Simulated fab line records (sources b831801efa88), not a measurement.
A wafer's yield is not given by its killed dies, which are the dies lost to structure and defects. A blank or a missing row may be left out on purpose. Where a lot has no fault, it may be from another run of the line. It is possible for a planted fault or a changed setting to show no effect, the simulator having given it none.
Problem report in the 8D (eight disciplines) form, filled by code -- flow sky130 -- the parts of the form that need people (team, actions taken, sign-off) are left out

== 1. THE PROBLEM ==
beam energy keV at SKY_RES_XHIGH_IMPLANT_07 reads a mean of 21.034 on 6 wafers of 2 lots; wafers without a fault read 20.001 with a standard deviation of 0.0061. So: +99 or more standard deviations from the usual mean.
First observed at day 30 14:16: wafer L368.1, on implanter-04. The record holds 42 wafers of 14 lots with a number at this step. Rule for "out" (also "out of limits"): further than 4 standard deviations from the usual mean. Any other wafer with a number is counted as sound.

== 2. WHAT IT IS; WHAT IT IS NOT ==
question,is,is not
which readings at this step,beam energy keV,dose ions cm2
which lots,"L368, L370","L358, L360, L361, L362, L363, L365, L366, L367, L378, L379, L380, L381"
which wafers of those lots,all that have a number,-
read on which tools,implanter-04,"implanter-02, implanter-03"
when,from day 30 14:16,"up to then (24 sound wafers); but 12 sound wafers of L378, L379, L380, L381 came after"

== 3. SUSPECTS, AND WHAT RULES EACH OUT ==
Counting: any tool at a process step up to the reading is kept as a suspect provided that every lot that is out went through it and no sound lot did after the first of them.
- implanter-04 at SKY_RES_XHIGH_IMPLANT_07: ruled out as a lasting fault. The sound lots L378, L380 went through it after L368, its earliest lot that is out (day 30 14:16).
Left after counting: nothing in the record.

== 4. THE CAUSE (what the simulator had put in) ==
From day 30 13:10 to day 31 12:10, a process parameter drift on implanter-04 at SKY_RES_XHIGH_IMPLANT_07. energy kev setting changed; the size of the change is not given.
Counting ruled it out, wrongly.

== 5. SEQUENCE OF EFFECTS, ordered by route ==
One row per reading whose mean, taken over the struck wafers that have a number, lies over 3 standard deviations from the usual. Readings are gone through only where the record gives a usual standard deviation; hours: the median, over the lots, of the time from a lot's start at the first step in this table giving one to that lot's start at this step; sigmas: the change measured in usual standard deviations.
hours,step,reading,usual,on struck wafers,change,sigmas
0,SKY_RES_XHIGH_IMPLANT_07,beam energy keV,20.001,21.034,+1.033,+99 or more
0,SKY_RES_XHIGH_IMPLANT_07,faraday current uA,550,595,+45,+3.0
Its process steps:
- SKY_RES_XHIGH_IMPLANT_07
At these later measuring or inspecting steps, every struck wafer for which the step has a row has a number for every such reading, and none has moved that far: SKY_SD_N_CD_MEAS_07, SKY_SD_N_RS_MEAS_18.

== 6. WHAT WOULD HAVE CAUGHT IT SOONER ==
In this record the first reading out of limits was taken at day 30 14:16, 1 hour after the fault began at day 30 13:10.
